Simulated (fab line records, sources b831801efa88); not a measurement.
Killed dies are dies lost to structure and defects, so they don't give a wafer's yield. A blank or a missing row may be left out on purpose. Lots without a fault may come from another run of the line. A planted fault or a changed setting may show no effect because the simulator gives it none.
Which tool did it? | flow gf180mcu | 11 lots, 33 wafers sampled, at 2 steps of a route of 602

WHAT THE GAUGES READ, wafer by wafer
GF_HV_LDD_TW_MEAS_38.
lot  | measured     | on            | HV_LDD_3_TW
L771 | day 11 16:00 | film_metro-01 | 1433 1430 1435
L772 | day 12 03:06 | film_metro-01 | 1431 1432 1430
L773 | day 12 09:01 | film_metro-03 | 1428 1425 1424
L774 | day 12 13:16 | film_metro-03 | 1429 1424 1430
L775 | day 13 00:10 | film_metro-02 | 1443 1437 1452
L776 | day 13 03:12 | film_metro-02 | 1434 1436 1436
L778 | day 14 01:26 | film_metro-02 | 1440 1436 1434
L779 | day 14 14:46 | film_metro-03 | 1578 1575 1575
L780 | day 14 19:55 | film_metro-02 | 1602 1601 1597
L781 | day 15 02:28 | film_metro-03 | 1565 1564 1576
L782 | day 15 18:18 | film_metro-02 | 1601 1604 1601

WHICH TOOL RAN EACH LOT (tool, then ch and the chambers of the sampled wafers, then the start)
lot  | GF_HV_LDD_IMPLANT_36
L771 | implanter-04 ch 0, day 11 15:46
L772 | implanter-02 ch 0, day 12 02:52
L773 | implanter-04 ch 0, day 12 08:47
L774 | implanter-01 ch 0, day 12 13:01
L775 | implanter-02 ch 0, day 12 23:56
L776 | implanter-01 ch 0, day 13 02:58
L778 | implanter-01 ch 0, day 14 01:11
L779 | implanter-02 ch 0, day 14 14:31
L780 | implanter-02 ch 0, day 14 19:40
L781 | implanter-01 ch 0, day 15 02:15
L782 | implanter-01 ch 0, day 15 18:04
- GF_HV_LDD_IMPLANT_36

THE ANSWER, worked out from the rows above alone
Rule: what is usual is taken from the lots themselves. Put in order of their means at a reading, lots are off if they are a third of the lots or fewer, leave a main group of 4 or more, and stand apart from it by a gap of 3 or more times the standard deviation of the main group's means; of several such gaps the widest counts. A main group whose means are all the same, to the digits that the tables above print for the reading, isn't used. A lot without any number at a reading at which 4 lots or more have one is off too. The other lots that the step has rows for count as sound.
No lot is off at any reading shown: from this, nothing can be told.

WHAT THE SIMULATOR HAD PUT IN
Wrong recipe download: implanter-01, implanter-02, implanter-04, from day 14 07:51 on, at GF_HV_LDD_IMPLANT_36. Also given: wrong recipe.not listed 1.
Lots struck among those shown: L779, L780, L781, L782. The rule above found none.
